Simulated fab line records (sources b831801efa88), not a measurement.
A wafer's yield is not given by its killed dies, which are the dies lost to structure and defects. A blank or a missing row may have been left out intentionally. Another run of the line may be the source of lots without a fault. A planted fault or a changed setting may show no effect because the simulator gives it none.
Chamber matching + flow gf180mcu + cmp-01 running GF_V1_CMP_26: 4 sister chambers
The step polishes, stops on SiO2, t overpolish 15 s, target thk 0 nm. 8 wafers are shown with their chamber, then 12 later ones without.

## EACH WAFER AND ITS CHAMBER
| wafer  | chamber | motor-current-A (A) | time-to-endpoint-s (s) |
|--------|---------|---------------------|------------------------|
| L082.4 | 1       | 11.3                | 84                     |
| L083.2 | 3       | 11.6                | 88                     |
| L088.3 | 3       | 12.1                | 88                     |
| L088.4 | 1       | 10.9                | 82                     |
| L088.6 | 0       | 10.0                | 85                     |
| L089.2 | 2       | 13.0                | 84                     |
| L089.4 | 0       | 9.6                 | 82                     |
| L089.5 | 2       | 12.2                | 85                     |

## WAFERS WHOSE CHAMBER IS MISSING
| wafer  | motor-current-A (A) | time-to-endpoint-s (s) |
|--------|---------------------|------------------------|
| L090.1 | 12.4                | 90                     |
| L090.3 | 10.7                | 85                     |
| L090.4 | 12.5                | 89                     |
| L091.1 | 11.6                | 86                     |
| L091.4 | 10.8                | 85                     |
| L091.5 | 13.0                | 85                     |
| L093.2 | 11.8                | 87                     |
| L093.3 | 10.5                | 85                     |
| L093.6 | 9.8                 | 86                     |
| L094.4 | 12.2                | 87                     |
| L094.5 | 12.2                | 86                     |
| L094.6 | 12.0                | 91                     |

## EACH ONE'S CHAMBER
| wafer  | from the rows above          | in truth |
|--------|------------------------------|----------|
| L090.1 | 3                            | 3        |
| L090.3 | can't be placed: 1 or 0 or 3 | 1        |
| L090.4 | can't be placed: 3 or 2      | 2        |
| L091.1 | can't be placed: 3 or 1 or 2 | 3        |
| L091.4 | can't be placed: 1 or 0 or 3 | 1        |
| L091.5 | 2                            | 2        |
| L093.2 | 3                            | 3        |
| L093.3 | can't be placed: 0 or 1      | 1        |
| L093.6 | 0                            | 0        |
| L094.4 | can't be placed: 3 or 2      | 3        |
| L094.5 | can't be placed: 2 or 3      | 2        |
| L094.6 | 3                            | 3        |
5 of 12 placed correctly. Unplaceable from these rows: 7, with the true chamber sitting among the candidates in 7. Wrongly placed: 0.
How it was worked out, from the rows above alone: a wafer's distance from a chamber is the root of the sum, over the readings, of the square of ((its reading less the chamber's mean) divided by the reading's scatter). The wafer belongs to the nearest chamber; if the next one is less than 2 further off, it can't be placed. Each chamber's mean is taken over the wafers shown for it. How the scatter is found: for the shown wafers, subtract from each reading the mean of its chamber, square and add these, divide the total by (wafers less chambers), then take the root.
